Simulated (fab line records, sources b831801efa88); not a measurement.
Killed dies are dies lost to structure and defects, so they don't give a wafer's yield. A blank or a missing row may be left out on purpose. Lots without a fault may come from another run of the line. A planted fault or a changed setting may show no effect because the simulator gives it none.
Chamber matching | flow gf180mcu | GF_CONTACT_CVD_02 on pecvd-04: 3 sister chambers
The step deposits SiO2 from TEOS, target thk 860 nm, time 95.992 s. 3 wafers are shown with their chamber, then 8 later ones without.

WAFERS WITH THEIR CHAMBER
wafer  | chamber | heater_power_w (W)
L842.4 | 2       | 593
L842.5 | 0       | 783
L843.3 | 1       | 602

WAFERS WITHOUT THEIR CHAMBER
wafer  | heater_power_w (W)
L843.5 | 649
L843.6 | 626
L845.2 | 692
L845.3 | 722
L845.6 | 457
L846.3 | 518
L846.4 | 788
L846.6 | 550

WHICH CHAMBER EACH WENT THROUGH
wafer  | from the rows above          | in truth
L843.5 | can't be placed: 1 or 2 or 0 | 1
L843.6 | can't be placed: 1 or 2 or 0 | 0
L845.2 | can't be placed: 1 or 0 or 2 | 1
L845.3 | can't be placed: 0 or 1 or 2 | 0
L845.6 | can't be placed: 2 or 1      | 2
L846.3 | can't be placed: 2 or 1      | 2
L846.4 | 0                            | 0
L846.6 | can't be placed: 2 or 1      | 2
Placed correctly: 1 of 8. Can't be placed from these rows: 7 (the true chamber is among the candidates in 7). Placed wrongly: 0.
How it was worked out, from the rows above alone: a wafer's distance from a chamber is the root of the sum, over the readings, of the square of ((its reading less the chamber's mean) divided by the reading's scatter). The wafer belongs to the nearest chamber; if the next one is less than 2 further off, it can't be placed. A chamber's mean is the mean of its shown wafers. The scatter: with one shown wafer a chamber, the root of the mean of the squares of how far each hidden wafer lies from its nearest shown one.
